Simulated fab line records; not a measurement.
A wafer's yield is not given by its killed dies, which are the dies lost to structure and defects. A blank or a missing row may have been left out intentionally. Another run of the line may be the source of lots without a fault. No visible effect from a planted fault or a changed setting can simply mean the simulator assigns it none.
fab line records	flow sky130
record lots=15	wafers=45	lastDay=50
route steps=708 shown FIELD_ISO@28 DNWELL@43 PWDE@51 NWELL@78
lots untouched by any fault: they come from a run of this same line in which no faults occurred
startH: hours from the record's opening day to when the first of the lot's shown wafers began	waitH: how many hours have passed since the lot's step before this one	" unchanged from the row above	L1.1+2: one row covering several wafers at once	- value missing, or start not given	* or withheld: withheld	< > ~ a bound
route shown NAME@n: names a module that has steps shown in the file, with the first one's number in the route	usual: mean/standard deviation taken from wafers without a fault	same: alike in all rows	chamber/n: place in a boat	sites: each site's reading	_std_site: the standard deviation of these	_edge_site: mean of outer sites minus mean of inner sites	radiusMm: for every site, how far away it sits from the centre of the wafer	mask NAME#n: copy n	behind: the tool/chamber that last shaped the wafer	hold: the reason the lot was held/the length of the hold in hours/how it ended	device: the n, p or np transistor that did not switch	end of line: the same wafers' tests at the end of the route	for a step that has no rows: nothing shown but its recipe	killed: not the wafer's yield, but the dies lost to structure and defects at the first sort	map: shows each die of a wafer: x if killed, . if not, _ if none is there
set.NAME: the setting the step ran with; set.NAME@STEP: the setting that earlier step ran with	model.NAME: the simulator's own value behind a step, which no gauge read
the route's steps for a sample of lots (tables are steps, rows are wafers)
services: a tool's chamber out of use, with start hour (startH, from the record's first day; less than 0 if before it), hours out, and reason
## steps
# step SKY_FIELD_ISO_CMP_27
# recipe stopOn=Si3N4	tOverpolishS=16	downForcePsi=4	platenRpm=60	targetThkNm=457.8	padVelocityMS=0.94248
# usual motorCurrentA=12.4/1.1	overpolishRunS=16.000/0.0092	timeToEndpointS=113/5.3
lot.wafer	tool	chamber	startH	waitH	motorCurrentA	overpolishRunS	timeToEndpointS
L226.1	cmp-02	2	37.73	0.0	12.1	15.992	111
L226.4	"	3	"	"	10.7	15.991	120
L226.6	"	3	"	"	10.5	16.000	120
L227.3	cmp-01	0	39.28	0.1	13.5	16.007	114
L227.6	"	3	"	"	12.5	15.995	114
L227.5	"	0	"	"	12.9	16.005	117
L229.1	cmp-01	0	50.71	0.1	13.4	15.995	114
L229.4	"	1	"	"	12.3	15.994	116
L229.6	"	2	"	"	14.2	16.005	114
L231.4	cmp-02	3	58.30	0.0	10.2	16.011	121
L231.2	"	0	"	"	11.8	16.010	121
L231.3	"	2	"	"	12.0	16.019	110
L232.3	cmp-02	1	63.68	0.1	13.6	16.002	112
L232.1	"	2	"	"	12.5	16.008	107
L232.5	"	1	"	"	13.4	15.994	111
L233.4	cmp-02	3	70.82	0.0	10.3	15.994	118
L233.1	"	1	"	"	13.7	16.004	111
L233.5	"	3	"	"	10.1	16.000	123
L235.1	cmp-02	1	81.87	0.0	13.3	15.984	107
L235.3	"	0	"	"	11.4	15.993	113
L235.6	"	2	"	"	12.1	15.992	101
L237.1	cmp-01	3	88.25	0.0	12.8	16.006	111
L237.4	"	0	"	"	13.0	15.996	112
L237.6	"	3	"	"	13.0	15.991	115
L241.3	cmp-02	3	112.27	0.0	10.4	15.981	111
L241.4	"	0	"	"	11.9	16.005	107
L241.6	"	0	"	"	12.1	16.012	110
L242.2	cmp-02	0	117.68	0.0	12.6	16.006	113
L242.4	"	2	"	"	11.7	16.008	104
L242.1	"	3	"	"	10.5	16.001	114
L243.4	cmp-01	1	123.14	0.1	12.1	16.016	121
L243.5	"	0	"	"	12.8	15.988	116
L243.6	"	1	"	"	11.3	15.993	119
L245.1	cmp-02	3	130.70	0.0	10.6	15.987	114
L245.4	"	2	"	"	12.2	16.003	97
L245.5	"	3	"	"	10.7	16.010	111
L247.3	cmp-01	0	147.46	0.1	12.7	15.998	120
L247.1	"	1	"	"	12.0	16.004	123
L247.5	"	0	"	"	13.5	16.011	116
L248.4	cmp-01	3	149.82	0.1	12.9	16.013	115
L248.2	"	0	"	"	13.6	16.007	111
L248.6	"	1	"	"	11.7	15.985	118
L249.3	cmp-02	2	153.74	0.0	12.7	15.997	106
L249.2	"	3	"	"	10.5	15.991	117
L249.6	"	2	"	"	12.3	16.010	103
# step SKY_DNWELL_STRIP_08
# recipe chemistry=O2/N2	powerW=1400	pressureMtorr=1500	platenTempC=withheld	o2FlowSccm=3000	n2FlowSccm=300	overashFraction=0.5
# usual chamberPressureMTorr=1500.1/1.5	drypumpMotorCurrentA=5.6/0.58	oesProductAu=0.723/0.0043	stripTimeToEndpointS=36.95/0.099
lot.wafer	tool	chamber	startH	waitH	chamberPressureMTorr	drypumpMotorCurrentA	oesProductAu	rfHoursCounterH	stripTimeToEndpointS
L226.1	plasmaAsher-03	0	55.72	0.1	1500.2	5.0	0.723	40	37.04
L226.4	"	0	"	"	1499.6	5.0	0.724	-	37.10
L226.6	"	1	"	"	1499.1	5.9	0.720	-	37.14
L227.3	plasmaAsher-04	1	58.30	0.1	1500.9	5.2	0.732	-	37.08
L227.5	"	1	"	"	1500.2	5.1	0.723	-	37.16
L227.6	"	0	"	"	1501.9	5.6	0.714	-	36.96
L229.1	plasmaAsher-03	0	69.62	0.1	1500.2	5.1	0.728	41	36.86
L229.4	"	1	"	"	1497.6	5.9	0.718	-	36.85
L229.6	"	1	"	"	1499.2	5.9	0.725	-	36.80
L231.2	plasmaAsher-04	1	75.62	0.1	1497.6	5.1	0.721	25	37.06
L231.3	"	0	"	"	1499.2	5.6	0.724	-	36.94
L231.4	"	1	"	"	1499.9	5.2	0.717	-	37.14
L232.1	plasmaAsher-02	1	82.82	0.1	1498.9	5.3	0.724	32	36.79
L232.3	"	1	"	"	1499.2	5.3	0.717	-	36.91
L232.5	"	0	"	"	1499.0	6.8	0.724	-	36.78
L233.1	plasmaAsher-03	1	90.57	0.1	1500.9	5.9	0.718	44	37.13
L233.4	"	0	"	"	1498.2	5.0	0.720	-	37.01
L233.5	"	1	"	"	1500.2	5.9	0.727	-	37.11
L235.1	plasmaAsher-04	0	102.67	0.1	1500.3	5.6	0.717	28	36.91
L235.3	"	0	"	"	1501.3	5.6	0.726	-	36.89
L235.6	"	1	"	"	1501.8	5.1	0.728	-	36.82
L237.1	plasmaAsher-04	0	108.87	0.1	1502.3	5.6	0.729	28	36.91
L237.4	"	1	"	"	1500.4	5.2	0.722	-	36.88
L237.6	"	0	"	"	1500.3	5.7	0.723	-	36.97
L241.3	plasmaAsher-03	0	135.81	0.1	1498.9	5.0	0.722	-	37.07
L241.4	"	1	"	"	1499.2	5.9	0.726	-	36.99
L241.6	"	0	"	"	1498.9	5.0	0.722	-	37.08
L242.1	plasmaAsher-02	1	140.82	0.1	1500.8	5.3	0.716	39	37.00
L242.2	"	0	"	"	1498.8	6.8	0.723	39	36.90
L242.4	"	1	"	"	1501.5	5.3	0.726	-	36.99
L243.4	plasmaAsher-02	1	144.51	0.1	1500.6	5.3	0.724	-	37.08
L243.5	"	0	"	"	1502.6	6.8	0.723	-	36.99
L243.6	"	1	"	"	1502.5	5.3	0.731	-	36.96
L245.1	plasmaAsher-04	1	155.52	0.1	1499.3	5.1	0.716	32	36.98
L245.4	"	0	"	"	1499.4	5.6	0.725	-	36.85
L245.5	"	1	"	"	1498.3	5.2	0.723	-	36.84
L247.1	plasmaAsher-02	0	170.02	0.1	1501.5	6.7	0.716	42	36.84
L247.3	"	1	"	"	1499.2	5.3	0.723	-	36.87
L247.5	"	1	"	"	1500.3	5.3	0.721	-	36.81
L248.2	plasmaAsher-03	1	173.52	0.1	1498.8	5.9	0.719	6	37.13
L248.4	"	0	"	"	1499.8	5.0	0.727	-	36.98
L248.6	"	1	"	"	1500.2	5.9	0.725	-	36.98
L249.2	plasmaAsher-04	0	176.87	0.1	1499.9	5.7	0.713	34	36.76
L249.3	"	0	"	"	1498.8	5.7	0.722	-	36.70
L249.6	"	0	"	"	1501.1	5.6	0.720	-	36.88
# step SKY_PWDE_DEVELOP_06
# recipe wallAngleDeg=90	developer=TMAH	developTimeS=60	devTempC=23
# usual chillPlateTempC=22.99/0.1	developTimeS=60/0	exhaustPa=44.9/0.92
lot.wafer	tool	chamber	startH	waitH	chillPlateTempC	developTimeS	exhaustPa
L226.1	lithoTrack-02	0	70	-	23.02	60	45.5
L226.4	"	0	"	"	23.01	60	44.8
L226.6	"	0	"	"	23.06	60	46.4
L227.3	lithoTrack-04	0	73	-	23.01	60	44.4
L227.5	"	0	"	"	23.05	60	43.6
L227.6	"	0	"	"	23.13	60	44.4
L229.1	lithoTrack-02	0	84	-	22.70	60	44.2
L229.4	"	0	"	"	23.01	60	44.8
L229.6	"	0	"	"	22.81	60	43.2
L231.2	lithoTrack-04	0	92	-	22.84	60	47.3
L231.3	"	0	"	"	22.91	60	46.5
L231.4	"	0	"	"	22.81	60	45.2
L232.1	lithoTrack-04	0	99	-	23.05	60	46.0
L232.3	"	0	"	"	23.08	60	46.9
L232.5	"	0	"	"	22.96	60	45.8
L233.1	lithoTrack-04	0	108	-	23.04	60	45.9
L233.4	"	0	"	"	22.96	60	45.6
L233.5	"	0	109	-	22.83	60	44.6
L235.1	lithoTrack-02	0	121	-	22.98	60	46.5
L235.3	"	0	"	"	23.05	60	46.2
L235.6	"	0	"	"	23.01	60	45.7
L237.1	lithoTrack-02	0	127	-	23.02	60	46.2
L237.4	"	0	"	"	23.18	60	44.3
L237.6	"	0	"	"	23.05	60	45.2
L241.3	lithoTrack-01	-	155	-	-	-	-
L241.4	"	-	"	"	-	-	-
L241.6	"	-	"	"	-	-	-
L242.1	lithoTrack-01	-	160	-	-	-	-
L242.2	"	-	"	"	-	-	-
L242.4	"	-	"	"	-	-	-
L243.4	lithoTrack-04	-	164	-	-	-	-
L243.5	"	-	"	"	-	-	-
L243.6	"	-	"	"	-	-	-
L245.1	lithoTrack-01	0	175	-	22.90	60	45.5
L245.4	"	0	"	"	23.17	60	45.1
L245.5	"	0	"	"	23.07	60	45.8
L247.1	lithoTrack-04	0	190	-	23.14	60	44.8
L247.3	"	0	"	"	23.07	60	44.5
L247.5	"	0	"	"	22.91	60	45.2
L248.2	lithoTrack-04	0	194	-	22.92	60	45.1
L248.4	"	0	"	"	22.86	60	45.0
L248.6	"	0	"	"	22.87	60	44.1
L249.2	lithoTrack-01	0	197	-	22.92	60	44.8
L249.3	"	0	"	"	23.09	60	44.8
L249.6	"	0	198	-	22.84	60	44.4
# step SKY_NWELL_STRIP_25
# recipe chemistry=O2/N2	powerW=1400	pressureMtorr=1500	platenTempC=withheld	o2FlowSccm=3000	n2FlowSccm=300	overashFraction=0.5
# usual chamberPressureMTorr=1500.2/1.3	drypumpMotorCurrentA=5.5/0.53	oesProductAu=0.722/0.0043	stripTimeToEndpointS=36.93/0.078
lot.wafer	tool	chamber	startH	waitH	chamberPressureMTorr	drypumpMotorCurrentA	oesProductAu	rfHoursCounterH	stripTimeToEndpointS
L226.1	plasmaAsher-04	0	108.56	0.1	1499.9	5.6	0.731	28	36.95
L226.4	"	0	"	"	1500.3	5.7	0.723	-	37.05
L226.6	"	1	"	"	1499.6	5.2	0.723	-	36.91
L227.3	plasmaAsher-01	0	109.30	0.1	1500.1	4.9	0.718	-	36.99
L227.5	"	0	"	"	1501.0	4.9	0.724	-	36.91
L227.6	"	1	"	"	1500.1	5.6	0.721	-	36.90
L229.1	plasmaAsher-01	1	121.46	0.1	1499.9	5.6	0.716	47	36.90
L229.4	"	0	"	"	1498.3	4.9	0.724	-	36.82
L229.6	"	0	"	"	1500.9	4.9	0.721	-	36.88
L231.2	plasmaAsher-01	0	130.76	0.1	1499.5	4.9	0.724	48	36.89
L231.3	"	1	"	"	1498.4	5.7	0.728	-	36.96
L231.4	"	0	"	"	1497.8	5.0	0.720	-	36.99
L232.1	plasmaAsher-01	1	138.76	0.1	1501.8	5.7	0.718	49	36.86
L232.3	"	1	"	"	1500.7	5.6	0.724	-	36.86
L232.5	"	0	"	"	1500.9	4.9	0.736	-	36.96
L233.1	plasmaAsher-04	1	147.36	0.1	1502.2	5.1	0.715	31	36.93
L233.4	"	0	"	"	1500.1	5.7	0.723	-	37.07
L233.5	"	1	"	"	1499.5	5.1	0.724	-	36.91
L235.1	plasmaAsher-02	1	162.07	0.1	1499.0	5.3	0.723	41	36.93
L235.3	"	1	"	"	1500.4	5.3	0.720	-	37.03
L235.6	"	0	"	"	1499.9	6.8	0.724	-	36.94
L237.1	plasmaAsher-04	0	166.71	0.1	1499.1	5.6	0.720	33	36.83
L237.4	"	1	"	"	1501.2	5.2	0.717	-	36.76
L237.6	"	1	"	"	1502.5	5.1	0.717	-	36.76
L241.3	plasmaAsher-01	0	198.39	0.1	1499.2	4.9	0.724	-	36.98
L241.4	"	1	"	"	1499.5	5.6	0.718	-	36.88
L241.6	"	0	"	"	1503.3	4.9	0.726	-	36.93
L242.1	plasmaAsher-01	0	204.36	0.1	1500.8	4.9	0.727	56	36.86
L242.2	"	1	"	"	1500.6	5.6	0.722	56	36.82
L242.4	"	1	"	"	1499.5	5.7	0.719	-	36.88
L243.4	plasmaAsher-04	0	208.60	0.1	1499.9	5.6	0.728	-	36.85
L243.5	"	1	"	"	1501.1	5.1	0.713	-	36.90
L243.6	"	0	"	"	1498.6	5.6	0.724	-	36.97
L245.1	plasmaAsher-01	1	221.41	0.1	1501.8	5.7	0.724	58	37.01
L245.4	"	1	"	"	1499.9	5.6	0.716	-	36.91
L245.5	"	1	"	"	1500.9	5.7	0.720	-	36.93
L247.1	plasmaAsher-01	1	237.82	0.1	1498.3	5.6	0.719	59	37.01
L247.3	"	1	"	"	1499.4	5.6	0.718	-	36.99
L247.5	"	0	"	"	1502.2	4.9	0.719	-	37.05
L248.2	plasmaAsher-04	0	241.47	0.1	1499.6	5.6	0.716	39	37.06
L248.4	"	0	"	"	1500.3	5.6	0.720	-	37.00
L248.6	"	1	"	"	1499.3	5.2	0.721	-	37.10
L249.2	plasmaAsher-01	1	243.07	0.1	1499.1	5.6	0.723	60	37.00
L249.3	"	1	"	"	1501.2	5.6	0.729	-	36.92
L249.6	"	1	"	"	1502.9	5.6	0.716	-	37.00
## services
tool	chamber	startH	hours	kind
cmp-01	-	20.53	8.9	pm
cmp-01	-	45.43	2.8	repair
cmp-02	-	75.12	4.0	pm
cmp-01	-	79.12	7.1	pm
cmp-02	-	79.12	-	consumableReplace:conditioner
cmp-02	-	79.12	-	consumableReplace:pad
cmp-01	-	89.01	5.9	repair
plasmaAsher-03	-	108.75	9.0	pm
plasmaAsher-03	0	108.75	9.0	ventCycle
plasmaAsher-03	1	108.75	9.0	ventCycle
cmp-01	-	115.34	0.6	repair
plasmaAsher-04	-	131.74	15.6	pm
cmp-01	-	148.07	1.3	repair
plasmaAsher-02	-	172.05	6.5	repair
plasmaAsher-04	-	185.71	7.7	repair
cmp-02	-	190.41	4.0	pm
plasmaAsher-04	-	192.23	6.0	repair
cmp-01	-	216.35	1.7	repair
cmp-02	-	219.99	3.9	pm
cmp-01	-	225.93	0.4	repair
plasmaAsher-02	-	230.92	0.4	repair
cmp-01	-	232.00	4.0	pm
cmp-01	-	236.00	-	consumableReplace:conditioner
cmp-01	-	236.00	-	consumableReplace:pad
## key
firstSign step=SKY_PWDE_DEVELOP_06	reading=toolRecord	direction=missing
effect none on later readings
metAt SKY_PWDE_DEVELOP_06
struckLots L241,L242,L243
sortLeftOut L241.3,L241.4,L241.6,L242.1,L242.2,L242.4,L243.4,L243.5,L243.6
testerLeftOut L241,L242,L243
notActingAt SKY_FIELD_ISO_CMP_27,SKY_DNWELL_STRIP_08,SKY_NWELL_STRIP_25
onsetBetween 108 155
fault kind=skippedStepWhole	tool=lithoTrack-01,lithoTrack-04	chamber=-	onsetH=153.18	steps=SKY_PWDE_DEVELOP_06	scope=struckLotsOnly
# testerLeftOut: of these lots the tester's yield and bins aren't shown, on N5 and GAA mostly nor the transistor test; their killed dies are dies lost to structure and defects alone, not to doping, threshold or leakage, so they don't give the yield
# sortLeftOut: the simulated sort isn't trusted on such a fault, so these wafers' sort isn't shown, and their yield isn't known
